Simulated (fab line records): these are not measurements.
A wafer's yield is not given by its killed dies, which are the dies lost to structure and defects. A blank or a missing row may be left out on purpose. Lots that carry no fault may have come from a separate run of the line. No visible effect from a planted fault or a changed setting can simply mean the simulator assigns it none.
A lot that was struck, set against a sound lot | flow gf180mcu | 17 out of 602 route steps
Sound: the wafers L829.1, L829.3, L829.5. Wafers L834.1, L834.4, L834.5 were the ones struck. At the end, the cause is stated.
Each step with rows lists, per side, the tool, then ch with its chambers, then its first start. Under that, the readings that differ: sound wafers | struck wafers | difference of the means | sigmas: that difference in standard deviations of wafers without a fault.
alike: readings with means less than 2 such deviations apart, plus words and numbers identical on both sides. not compared: withheld readings, readings lacking a value on some wafer, bounds such as >300 that could conceal the same value, and numbers that have no deviation in the record and whose values overlap.
A row with sigmas, a row that says differs or no value, or rows on one side alone: a step with any of these is where the two part. When numbers do not overlap yet have no deviation, they are printed without sigmas and do not part them. A reading that every wafer of one side lacks parts them only if that side has two wafers or more.

first, 2 steps without rows for these wafers: GF_HV_LDD_PEB_44; GF_HV_LDD_DEVELOP_45 (develop time 60 s).
GF_HV_LDD_CD_MEAS_46 targets a cd of 400 nm.
  sound on cdSem-02, day 16 00:25; struck on cdSem-02, day 17 20:22
  alike: cdNm
GF_HV_LDD_OVL_MEAS_47:
  sound on overlay-01, day 16 00:32; struck on overlay-02, day 17 20:29
reading            | sound       | struck         | difference | sigmas
HV_LDD_03_OVL (nm) | 2.5 2.4 1.9 | -2.9 -0.6 -0.7 | -3.7       | -2
next, for these wafers, 1 step has no rows: GF_HV_LDD_IMPLANT_48.
GF_HV_LDD_STRIP_49: strips in O2/N2.
  sound on plasmaAsher-04 ch 0,1, day 16 00:43; struck on plasmaAsher-02 ch 1, day 17 20:40
reading                  | sound             | struck            | difference | sigmas
drypumpMotorCurrentA (A) | 5.8 5.8 6.2       | 6.7 6.7 6.7       | +0.8       | +2
stripTimeToEndpointS (s) | 12.63 12.60 12.62 | 12.70 12.68 12.69 | +0.07      | +2
  alike: heaterPowerW, oesProductAu
  not compared: rfHoursCounterH
GF_HV_LDD_TW_MEAS_50:
  sound on filmMetro-02, day 16 00:49; struck on filmMetro-03, day 17 20:46
  alike: HV_LDD_4_TW
then, 1 step without rows for these wafers: GF_HV_LDD_CLEAN_51 (cleans in SC1/SC2, time 150 s).
GF_HV_LDD_RTA_52: time 10 s.
  sound on rtpAnneal-01 ch 0, day 16 00:56; struck on rtpAnneal-01 ch 0, day 17 20:53
  alike: lampPowerPct, wafer_temp_C_max
GF_HV_LDD_RS_MEAS_53: the measuring method here is four-point-probe.
  sound on filmMetro-02, day 16 01:00; struck on filmMetro-02, day 17 20:57
  alike: HV_LDD_RS
then, 1 step without rows for these wafers: GF_HV_LDD_CVD_54 (deposits SiO2 from TEOS, target thk 10 nm, time 75 s).
GF_HV_LDD_THK_MEAS_55:
  sound on filmMetro-01, day 16 02:08; struck on filmMetro-01, day 17 22:05
  alike: HV_LDD_CVD_54_THK
GF_HV_LDD_CVD_56: deposits Si3N4 from DCS/NH3, target thk 90 nm, time 1543 s.
  sound on lpcvd-02 ch 1, day 16 02:12; struck on lpcvd-02 ch 1, day 17 22:09
reading                                 | sound             | struck           | difference | sigmas
model.Si3N4_of_HV_LDD_CVD_56.thkNm (nm) | 92.02 91.65 90.72 | 86.5 86.82 87.53 | -4.5       | 
  alike: zonePowerBottomPct, zonePowerCentrePct, zonePowerTopPct
GF_HV_LDD_THK_MEAS_57:
  sound on filmMetro-03, day 16 04:20; struck on filmMetro-01, day 17 23:34
reading                | sound          | struck         | difference | sigmas
HV_LDD_CVD_56_THK (nm) | 92.1 91.6 90.7 | 86.5 86.7 87.5 | -4.6       | -5
GF_HV_LDD_ETCHBACK_58: etches Si3N4 in CH3F/O2, stops on SiO2, time 100 s, target depth 90 nm.
  sound on rieDiel-02 ch 0,1,2, day 16 04:24; struck on rieDiel-03 ch 0,2, day 17 23:38
reading                 | sound             | struck            | difference | sigmas
oesProductAu (a.u.)     | 0.846 0.843 0.849 | 0.827 0.819 0.823 | -0.023     | -3
model.etch.depthNm (nm) | 92.02 91.65 90.72 | 86.5 86.82 87.53  | -4.5       | 
  alike: drypumpMotorCurrentA, throttleValvePct
  not compared: rfHoursCounterH
then, 1 step without rows for these wafers: GF_NSD_DEHYDRATE_00 (time 60 s).
-- the record jumps here: 16 days lie between the struck wafers' starts before and after (it left off in module NSD and takes up again in module PASSIVATION, whose first step shown is number 602 of the route) --
GF_PASSIVATION_PROBE_99:
  rows exist in the record for the struck wafers here (prober-01, day 33 13:03), but not for the sound ones

WHERE THEY PART
First at GF_HV_LDD_OVL_MEAS_47; last, within this record, at GF_PASSIVATION_PROBE_99.

WHY: whatever the simulator had introduced
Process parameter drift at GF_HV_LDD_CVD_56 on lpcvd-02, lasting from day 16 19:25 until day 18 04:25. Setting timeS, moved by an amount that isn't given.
